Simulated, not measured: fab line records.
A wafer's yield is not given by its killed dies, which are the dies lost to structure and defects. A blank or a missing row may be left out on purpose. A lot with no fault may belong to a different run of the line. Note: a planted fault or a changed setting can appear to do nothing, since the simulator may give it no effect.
A struck lot beside a sound one / flow sky130 / 34 out of 708 route steps
Sound: wafers L975.1, L975.2, L975.3. Struck: wafer L983.3 (L983.1, L983.6, from the same lot, were not struck and are left out); the cause is given at the end.
At each step with rows: each side's tool, then ch and its chambers, then its first start. Under that, the readings that differ: sound wafers / struck wafers / difference of the means / sigmas: that difference in standard deviations of wafers without a fault.
alike: readings whose means differ by less than 2 such deviations, and words and numbers that are the same on both sides. not compared: withheld readings, readings that some wafer has no value for, bounds like >300 that may hide the same value, and numbers for which the record gives no deviation and whose values overlap.
Wherever a step has rows on one side only, a row that says differs or no value, or a row with sigmas, the two part there. Numbers that don't overlap but have no deviation are shown without sigmas and don't part them. Lack of a reading on every wafer of one side parts them only where that side has two or more wafers.

first, 6 steps without rows for these wafers: SKY_METAL5_HMDS_08 (prime time 60 s); SKY_METAL5_COAT_09 (resist thk 1800 nm); SKY_METAL5_SOFTBAKE_10 (time 60 s); SKY_METAL5_EXPOSE_11 (exposes mask MM5, target cd 1600 nm); SKY_METAL5_PEB_12; SKY_METAL5_DEVELOP_13 (develop time 60 s).
SKY_METAL5_DESCUM_14: chemistry O2, time 11 s.
  sound on rieMetal-02 ch 0,1, day 45 06:37; struck on rieMetal-04 ch 0, day 48 00:10
  alike: chamberPressureMTorr, drypumpMotorCurrentA, oesProductAu
  not compared: rfHoursCounterH
SKY_METAL5_METAL_ETCH_15: etches the open film in Cl2/BCl3, stops on SiO2, target depth 1260 nm, time 252 s.
  sound on rieMetal-02 ch 0,1, day 45 06:38; struck on rieMetal-04 ch 0, day 48 00:12
  alike: chamberPressureMTorr, drypumpMotorCurrentA, oesProductAu, throttleValvePct
  not compared: rfHoursCounterH
SKY_METAL5_STRIP_16: strips in O2/N2.
  sound on plasmaAsher-02 ch 0,1, day 45 06:53; struck on plasmaAsher-02 ch 1, day 48 00:26
  alike: chamberPressureMTorr, drypumpMotorCurrentA, oesProductAu, stripTimeToEndpointS
  not compared: rfHoursCounterH
then, 3 steps without rows for these wafers: SKY_METAL5_STRIP_17 (strips in post etch residue remover, time 1200 s); SKY_METAL5_CLEAN_18 (cleans in IPA, time 180 s); SKY_METAL5_CLEAN_19 (cleans in O3/DIW).
SKY_PASSIVATION_CVD_00: deposits SiO2, target thk 90 nm.
  sound on pecvd-03 ch 0,1,2, day 45 07:31; struck on pecvd-02 ch 0, day 48 01:02
reading=model.SiO2_of_PASSIVATION_CVD_00.thkNm (nm); sound=89.03 89.63 89.41; struck=116.6; difference=+27.2; sigmas=
  alike: heaterPowerW
SKY_PASSIVATION_THK_MEAS_01:
  sound on filmMetro-03 at day 45 07:32; struck on filmMetro-04 at day 48 01:17
reading=PASSIVATION_CVD_00_THK (nm); sound=89.0 89.6 89.4; struck=116.6; difference=+27.3; sigmas=+25
  not compared: hold
SKY_PASSIVATION_THK_MEAS_03:
  sound on filmMetro-03 at day 45 07:49; struck on filmMetro-01 at day 48 08:05
  alike: PASSIVATION_CVD_02_THK
then, 7 steps without rows for these wafers: SKY_PASSIVATION_DEHYDRATE_04 (time 60 s); SKY_PASSIVATION_HMDS_05 (prime time 60 s); SKY_PASSIVATION_COAT_06 (resist thk 3000 nm); SKY_PASSIVATION_SOFTBAKE_07; SKY_PASSIVATION_EXPOSE_08 (exposes mask NSM, target cd 3000 nm); SKY_PASSIVATION_PEB_09; SKY_PASSIVATION_DEVELOP_10 (develop time 60 s).
SKY_PASSIVATION_ETCH_11: etches the open film in CF4/O2, stops on AlCu, target depth 725 nm, time 161.1 s.
  sound on rieDiel-04 ch 0,1,3, day 46 05:07; struck on rieDiel-01 ch 1, day 48 19:44
reading=oesProductAu (a.u.); sound=0.977 0.972 0.975; struck=0.989; difference=+0.014; sigmas=+2
reading=model.PASSIVATION.featureDepthNm (nm); sound=703.9 699.6 701.3; struck=724.9; difference=+23.3; sigmas=
reading=model.etch.depthNm (nm); sound=703.9 699.6 701.3; struck=724.9; difference=+23.3; sigmas=
  alike: chamberPressureMTorr, drypumpMotorCurrentA, throttleValvePct
  not compared: rfHoursCounterH
SKY_PASSIVATION_STRIP_12: strips in O2/N2.
  sound on plasmaAsher-04 ch 0,1, day 46 05:13; struck on plasmaAsher-03 ch 1, day 48 19:50
  alike: chamberPressureMTorr, drypumpMotorCurrentA, oesProductAu, stripTimeToEndpointS
  not compared: rfHoursCounterH
then, 7 steps without rows for these wafers: SKY_PAD_OPEN_DEHYDRATE_00 (time 60 s); SKY_PAD_OPEN_HMDS_01 (prime time 60 s); SKY_PAD_OPEN_COAT_02 (resist thk 3000 nm); SKY_PAD_OPEN_SOFTBAKE_03; SKY_PAD_OPEN_EXPOSE_04 (exposes mask PDM, target cd 60000 nm); SKY_PAD_OPEN_PEB_05; SKY_PAD_OPEN_DEVELOP_06 (develop time 60 s).
SKY_PAD_OPEN_ETCH_07: etches the open film in CF4/O2, stops on AlCu, target depth 725 nm, time 161.1 s.
  sound on rieDiel-03 ch 0,1,3, day 47 00:52; struck on rieDiel-04 ch 0, day 49 13:46
reading=oesProductAu (a.u.); sound=0.974 0.970 0.979; struck=0.992; difference=+0.018; sigmas=+3
reading=model.PAD_OPEN.featureDepthNm (nm); sound=703.9 699.6 701.3; struck=727.8; difference=+26.2; sigmas=
reading=model.etch.depthNm (nm); sound=703.9 699.6 701.3; struck=727.8; difference=+26.2; sigmas=
  alike: chamberPressureMTorr, drypumpMotorCurrentA, throttleValvePct
  not compared: rfHoursCounterH
SKY_PAD_OPEN_STRIP_08: strips in O2/N2.
  sound on plasmaAsher-01 ch 0,1, day 47 00:58; struck on plasmaAsher-01 ch 1, day 49 13:52
  alike: chamberPressureMTorr, drypumpMotorCurrentA, oesProductAu, stripTimeToEndpointS
  not compared: rfHoursCounterH
SKY_PAD_OPEN_PROBE_99:
  sound on prober-02 at day 47 03:11; struck on prober-01 at day 49 16:16
reading=killed_at_M0_to_M3; sound=36 27 40; struck=52; difference=+18; sigmas=+3
  alike: defectLimitedYield, killed_at_M4_up, killedAtContacts, killedAtFrontEnd, killedAtOther, killedDies, killedOpen, killedShort, sort_bin_3_pad_short, sort_bin_5_function, sort_bin_6_memory, sortNPass, sortYieldPct

WHERE THEY PART
Earliest at SKY_PASSIVATION_THK_MEAS_01; latest, in this record, at SKY_PAD_OPEN_PROBE_99.

WHY: whatever the simulator had introduced
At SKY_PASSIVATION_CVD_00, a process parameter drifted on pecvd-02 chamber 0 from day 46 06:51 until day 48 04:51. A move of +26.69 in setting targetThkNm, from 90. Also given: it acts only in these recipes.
